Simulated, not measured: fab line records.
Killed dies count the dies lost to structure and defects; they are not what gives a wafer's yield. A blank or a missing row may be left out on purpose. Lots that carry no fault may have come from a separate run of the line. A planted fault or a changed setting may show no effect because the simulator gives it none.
Matching of chambers    flow gf180mcu    4 sister chambers for GF_STI_CMP_25 on cmp-01
The step polishes, stops on Si3N4, t overpolish 33 s, target thk 524.6 nm. 4 wafers are shown with their chamber, then 9 later ones without.

== WAFERS, EACH WITH ITS CHAMBER ==
wafer   chamber  motor_current_A (A)
L218.2  2        12.6
L218.5  1        11.1
L225.4  0        12.3
L225.5  3        10.5

== WAFERS WITH NO CHAMBER GIVEN ==
wafer   motor_current_A (A)
L229.1  10.7
L229.3  13.3
L229.6  11.9
L230.2  11.2
L230.3  10.9
L230.6  11.2
L233.4  12.7
L233.5  10.4
L233.6  13.0

== EACH ONE'S CHAMBER ==
wafer   from the rows above           in truth
L229.1  can't be placed: 3 or 1       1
L229.3  can't be placed: 2 or 0       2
L229.6  can't be placed: 0 or 2 or 1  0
L230.2  can't be placed: 1 or 3       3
L230.3  can't be placed: 1 or 3       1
L230.6  can't be placed: 1 or 3       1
L233.4  can't be placed: 2 or 0       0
L233.5  can't be placed: 3 or 1       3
L233.6  can't be placed: 2 or 0       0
Correctly placed: 0 of 9. Cannot be placed on the basis of these rows: 9; the candidates contain the true chamber in 9. Number placed wrongly: 0.
How it was worked out, from the rows above alone: a wafer's distance from a chamber is the root of the sum, over the readings, of the square of ((its reading less the chamber's mean) divided by the reading's scatter). The wafer belongs to the nearest chamber; if the next one is less than 2 further off, it can't be placed. The mean given for a chamber averages the wafers shown for that chamber. The scatter (one wafer shown for each chamber): square how far every hidden wafer sits from the nearest shown wafer, average those squares and take the square root.
